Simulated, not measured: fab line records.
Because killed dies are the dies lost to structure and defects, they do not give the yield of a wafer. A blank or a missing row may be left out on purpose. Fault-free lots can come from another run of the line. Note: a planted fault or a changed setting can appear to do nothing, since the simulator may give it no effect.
2 desks looking at one fault | flow gf180mcu | each desk has only its own numbers; what lay behind them comes last

## TOOL OWNER'S DESK, iline stepper-01
The tool's own readings at GF_HV_LDD_EXPOSE_43 (exposes mask Pplus HV AREA, target cd 400 nm): means of the sampled wafers that have a number, for each lot that ran on this tool. If a lot's mean is further than 4 standard deviations from the usual mean, the lot is out of limits and carries the mark OUT (the distance appears in the brackets).
Columns: A = exposure dose mJ cm2 at GF_HV_LDD_EXPOSE_43, usual 140.01
lot  | first seen here | A
L320 | day 11 23:07    | 140.04
L323 | day 12 22:16    | 139.89
L328 | day 14 14:55    | 139.93
L329 | day 14 23:56    | 140.06
L338 | day 17 19:44    | 154.74 (+99 or more) OUT
L339 | day 18 05:11    | 154.84 (+99 or more) OUT
This desk finds L338, L339 out of limits, L338 being first, at day 17 19:44 (exposure dose mJ cm2 at GF_HV_LDD_EXPOSE_43). In limits: L320, L323, L328, L329.

## FROM THE METROLOGY DESK
Lot by lot, what the gauges showed, no matter which tool ran the lot: averages of those sampled wafers that carry a number. If a lot's mean is further than 4 standard deviations from the usual mean, the lot is out of limits and carries the mark OUT (the distance appears in the brackets).
Columns: A = cd nm at GF_HV_LDD_CD_MEAS_46, usual 399.7 nm; B = HV_LDD_4_TW at GF_HV_LDD_TW_MEAS_50, usual 566; C = cd nm at GF_SAB_CD_MEAS_09, usual 419.5 nm
lot  | first seen here | A                | B   | C
L320 | day 12 09:04    | 396.4            | 565 | 420.1
L321 | day 12 14:49    | 397.0            | 572 | 419.6
L322 | day 12 19:17    | 403.0            | 572 | 417.8
L323 | day 13 08:38    | 396.3            | 568 | 421.9
L324 | day 13 18:01    | 397.8            | 564 | 420.3
L325 | day 14 06:18    | 402.5            | 565 | 417.3
L327 | day 14 14:11    | 404.2            | 573 | 420.7
L328 | day 15 01:29    | 402.9            | 565 | 416.2
L329 | day 15 10:38    | 399.7            | 569 | 416.3
L338 | day 18 07:56    | 429.1 (+11) OUT  | 562 | 421.5
L339 | day 18 16:47    | 424.6 (+9.6) OUT | 562 | 420.4
L341 | day 19 09:09    | 399.4            | 560 | 421.4
L342 | day 19 15:59    | 404.2            | 562 | 419.6
This desk finds L338, L339 out of limits, L338 being first, at day 18 07:56 (cd nm at GF_HV_LDD_CD_MEAS_46). In limits: L320, L321, L322, L323, L324, L325, L327, L328, L329, L341, L342.

## PUT TOGETHER
On L338, L339, at day 17 19:44, an alarm was possible from the tool owner's desk.
At day 18 07:56 the metrology desk could have sounded an alarm, on L338, L339.
On iline stepper-01, each named lot ran GF_HV_LDD_EXPOSE_43.

## WHAT THE SIMULATOR HAD INSERTED
Drift in process parameters on iline stepper-01 at GF_HV_LDD_EXPOSE_43, starting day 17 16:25. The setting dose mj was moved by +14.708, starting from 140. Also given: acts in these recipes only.
Shown lots that were struck: L338, L339.
Time in hours from fault onset to the first out-of-limits reading at each desk: tool owner's desk 3, metrology desk 16.
